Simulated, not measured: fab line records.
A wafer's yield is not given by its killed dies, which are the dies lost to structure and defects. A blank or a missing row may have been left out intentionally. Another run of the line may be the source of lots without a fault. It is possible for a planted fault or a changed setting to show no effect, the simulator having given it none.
Check for tools in common ; flow gf180mcu ; 14 lots, 42 wafers sampled

REASON FOR OPENING
Of 14 lots, 2 have the reading V3_CVD_00_THK flagged at GF_V3_THK_MEAS_01. Wafers without a fault read 601 nm, standard deviation 5.6.
Rule: flag the lot when none of its wafers has a number, or when each of its wafers that has one lies beyond 4 standard deviations from that mean. As for the other lots, they are considered sound.

lot;measured;on;V3_CVD_00_THK (nm), wafer by wafer;flag
L270;day 21 19:42;film metro-01;598 601 593;
L272;day 22 14:50;film metro-01;604 603 609;
L276;day 23 18:29;film metro-01;601 596 611;
L274;day 23 19:45;film metro-01;605 600 599;
L278;day 24 13:19;film metro-02;594 592 600;
L279;day 25 01:43;film metro-02;594 596 604;
L280;day 25 07:13;film metro-03;597 602 603;
L281;day 25 15:41;film metro-03;614 593 593;
L282;day 25 23:55;film metro-01;591 593 604;
L284;day 26 12:46;film metro-02;509 514 508;FLAGGED
L285;day 27 00:16;film metro-02;510 514 509;FLAGGED
L287;day 27 10:38;film metro-02;605 602 600;
L292;day 29 02:09;film metro-03;603 608 597;
L286;day 29 18:23;film metro-02;604 602 602;
The mean of the flagged lots' numbers is 511 nm, -90 nm from the usual (-16 standard deviations).

WHICH TOOL RAN EACH LOT
The record keeps 1 process step preceding the reading, out of 602 steps on the route. Cell contents, in order: the tool; ch with the chambers the sampled wafers went through; the start.
lot;flag;GF_V3_CVD_00
L270;;hdpcvd-01 ch 0,2, day 21 19:37
L272;;hdpcvd-02 ch 0,1, day 22 14:46
L276;;hdpcvd-02 ch 0,1,2, day 23 18:25
L274;;hdpcvd-02 ch 0,2, day 23 19:41
L278;;hdpcvd-02 ch 1,2, day 24 13:14
L279;;hdpcvd-01 ch 0,1,2, day 25 01:39
L280;;hdpcvd-02 ch 0,1,2, day 25 07:09
L281;;hdpcvd-01 ch 0,1,2, day 25 15:37
L282;;hdpcvd-01 ch 0,1,2, day 25 23:50
L284;FLAGGED;hdpcvd-01 ch 0,2, day 26 12:41
L285;FLAGGED;hdpcvd-01 ch 1,2, day 27 00:11
L287;;hdpcvd-02 ch 0,2, day 27 10:24
L292;;hdpcvd-02 ch 1,2, day 29 02:04
L286;;hdpcvd-02 ch 0,1, day 29 18:19
These steps, and what they do:
- GF_V3_CVD_00: deposits SiO2, target thk 600 nm, time 100 s.
- GF_V3_THK_MEAS_01

FLAGGED OVER TOTAL, TOOL BY TOOL (the gauges that took the reading come last)
step;tool;lots run;flagged;share of the flagged lots;sound lots run after its first flagged lot
GF_V3_CVD_00;hdpcvd-01;6;2;all;0
GF_V3_CVD_00;hdpcvd-02;8;0;none;-
GF_V3_THK_MEAS_01;film metro-01;5;0;none;-
GF_V3_THK_MEAS_01;film metro-02;6;2;all;2 (L287,L286)
GF_V3_THK_MEAS_01;film metro-03;3;0;none;-

WHAT THE TABLE ALLOWS
hdpcvd-01 at GF_V3_CVD_00 and film metro-02 at GF_V3_THK_MEAS_01 are the 2 rows of the table that ran each flagged lot.
- hdpcvd-01 at GF_V3_CVD_00: 2 of its 6 lots flagged. It ran its last sound lot, L282, at day 25 23:50 and its first flagged lot, L284, at day 26 12:41: a fault with its onset between the two fits. Its own readings (sih4 flow sccm) fall more than 4 standard deviations out on all wafers of the flagged lots.
- film metro-02 at GF_V3_THK_MEAS_01: 2 of its 6 lots flagged. After the first flagged lot (L287, L286), sound lots still ran on it; a lasting fault on the whole tool would not permit that.
Left over: one tool, hdpcvd-01 at GF_V3_CVD_00.

WHAT THE SIMULATOR HAD PUT IN
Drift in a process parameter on hdpcvd-01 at GF_V3_CVD_00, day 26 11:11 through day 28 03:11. From 60, the setting sih4 flow sccm moved by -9. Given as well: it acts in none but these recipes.
Shown lots that were struck: L284, L285. The rule above reached the same finding.
